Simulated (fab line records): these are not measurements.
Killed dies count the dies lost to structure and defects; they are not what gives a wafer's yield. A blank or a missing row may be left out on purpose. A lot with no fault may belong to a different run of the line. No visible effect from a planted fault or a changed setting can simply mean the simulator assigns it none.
Check for tools in common    flow gf180mcu    13 lots and 39 wafers in the sample

== REASON FOR OPENING ==
At GF_VT_IMPLANT_TW_MEAS_10 the reading VT_IMPLANT_TW is flagged on 2 of 13 lots. Wafers without a fault read 565, standard deviation 5.8.
Rule: a lot is flagged when every wafer of it that has a number lies more than 4 standard deviations from that mean, or none has a number. All remaining lots are regarded as sound.

lot   measured      on             VT_IMPLANT_TW, wafer by wafer  flag
L830  day 5 15:20   film_metro-04  569 573 571                    
L831  day 5 19:55   film_metro-02  561 562 560                    
L832  day 6 05:38   film_metro-01  571 576 574                    
L833  day 6 09:06   film_metro-02  562 557 558                    
L836  day 7 01:46   film_metro-02  555 556 559                    
L837  day 7 11:01   film_metro-04  570 570 569                    
L838  day 7 16:10   film_metro-04  571 568 569                    
L841  day 8 11:30   film_metro-01  566 569 565                    
L842  day 8 18:11   film_metro-02  560 558 558                    
L844  day 9 05:37   film_metro-04  572 570 571                    
L848  day 10 06:27  film_metro-02  1242 1239 1240                 FLAGGED
L849  day 10 12:59  film_metro-04  1261 1265 1258                 FLAGGED
L852  day 11 06:57  film_metro-01  575 573 574                    
On average the flagged lots read 1251, which is +686 against the usual, or +99 or more standard deviations.

== EACH LOT AND THE TOOL IT RAN ON ==
3 process steps preceding the reading are held in the record, out of 602 steps in the route. Read each cell as the tool, then ch plus the chambers that the sampled wafers visited, then the start.
lot   flag     GF_STI_CMP_25                 GF_NWELL_STRIP_10                    GF_VT_IMPLANT_IMPLANT_08
L830           cmp-02 ch 1,2,3, day 2 03:16  plasma_asher-03 ch 0,1, day 3 07:26  implanter-04 ch 0, day 5 15:05
L831           cmp-01 ch 2,3, day 2 08:42    plasma_asher-02 ch 0,1, day 3 12:53  implanter-04 ch 0, day 5 19:41
L832           cmp-02 ch 0,1,3, day 2 15:04  plasma_asher-01 ch 0,1, day 3 19:43  implanter-04 ch 0, day 6 05:26
L833           cmp-01 ch 1,2,3, day 2 20:05  plasma_asher-02 ch 0,1, day 3 23:40  implanter-04 ch 0, day 6 08:52
L836           cmp-02 ch 0,1,2, day 3 11:06  plasma_asher-03 ch 0,1, day 4 15:52  implanter-01 ch 0, day 7 01:31
L837           cmp-01 ch 2,3, day 3 16:59    plasma_asher-01 ch 1, day 4 23:10    implanter-04 ch 0, day 7 10:47
L838           cmp-02 ch 0,1, day 3 20:43    plasma_asher-02 ch 0,1, day 5 02:25  implanter-03 ch 0, day 7 15:55
L841           cmp-01 ch 1,2,3, day 4 12:18  plasma_asher-03 ch 0,1, day 5 19:46  implanter-04 ch 0, day 8 11:15
L842           cmp-02 ch 0,2,3, day 4 17:50  plasma_asher-03 ch 0,1, day 6 01:08  implanter-01 ch 0, day 8 17:58
L844           cmp-01 ch 0,3, day 5 04:29    plasma_asher-03 ch 0,1, day 6 12:19  implanter-04 ch 0, day 9 05:25
L848  FLAGGED  cmp-02 ch 0,1,2, day 6 00:17  plasma_asher-02 ch 0,1, day 7 09:26  implanter-01 ch 0, day 10 06:13
L849  FLAGGED  cmp-01 ch 0,1,2, day 6 05:03  plasma_asher-03 ch 0,1, day 7 15:26  implanter-01 ch 0, day 10 12:44
L852           cmp-02 ch 1,2, day 6 20:35    plasma_asher-01 ch 0,1, day 8 08:09  implanter-04 ch 0, day 11 06:43
What the steps here do:
- GF_STI_CMP_25: polishes, stops on Si3N4, t overpolish 33 s, target thk 524.6 nm.
- GF_NWELL_STRIP_10: strips in O2/N2.
- GF_VT_IMPLANT_IMPLANT_08
- GF_VT_IMPLANT_TW_MEAS_10

== FLAGGED AGAINST TOTAL, ONE TOOL AT A TIME (gauges that did the reading follow at the end) ==
step                      tool             lots run  flagged  share of the flagged lots  sound lots run after its first flagged lot
GF_STI_CMP_25             cmp-01           6         1        some                       0
GF_STI_CMP_25             cmp-02           7         1        some                       1 (L852)
GF_NWELL_STRIP_10         plasma_asher-01  3         0        none                       -
GF_NWELL_STRIP_10         plasma_asher-02  4         1        some                       0
GF_NWELL_STRIP_10         plasma_asher-03  6         1        some                       0
GF_VT_IMPLANT_IMPLANT_08  implanter-01     4         2        all                        0
GF_VT_IMPLANT_IMPLANT_08  implanter-03     1         0        none                       -
GF_VT_IMPLANT_IMPLANT_08  implanter-04     8         0        none                       -
GF_VT_IMPLANT_TW_MEAS_10  film_metro-01    3         0        none                       -
GF_VT_IMPLANT_TW_MEAS_10  film_metro-02    5         1        some                       0
GF_VT_IMPLANT_TW_MEAS_10  film_metro-04    5         1        some                       0

== WHAT THE TABLE ALLOWS ==
In the table, 1 row covers all flagged lots: implanter-01 at GF_VT_IMPLANT_IMPLANT_08.
- implanter-01 at GF_VT_IMPLANT_IMPLANT_08 ran 4 lots, 2 of them flagged. A fault beginning between L842 (day 8 17:58), its last sound lot, and L848 (day 10 06:13), its first flagged one, fits the data. Its own readings lie more than 4 standard deviations out on every wafer of the flagged lots: dose_ions_cm2, faraday_current_uA.
What remains is a single tool, implanter-01 at GF_VT_IMPLANT_IMPLANT_08.

== WHAT THE SIMULATOR PUT IN ==
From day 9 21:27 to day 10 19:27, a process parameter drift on implanter-01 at GF_VT_IMPLANT_IMPLANT_08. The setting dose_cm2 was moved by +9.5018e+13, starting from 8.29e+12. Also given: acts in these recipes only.
Struck lots among those shown: L848, L849. The same result came from the rule above.
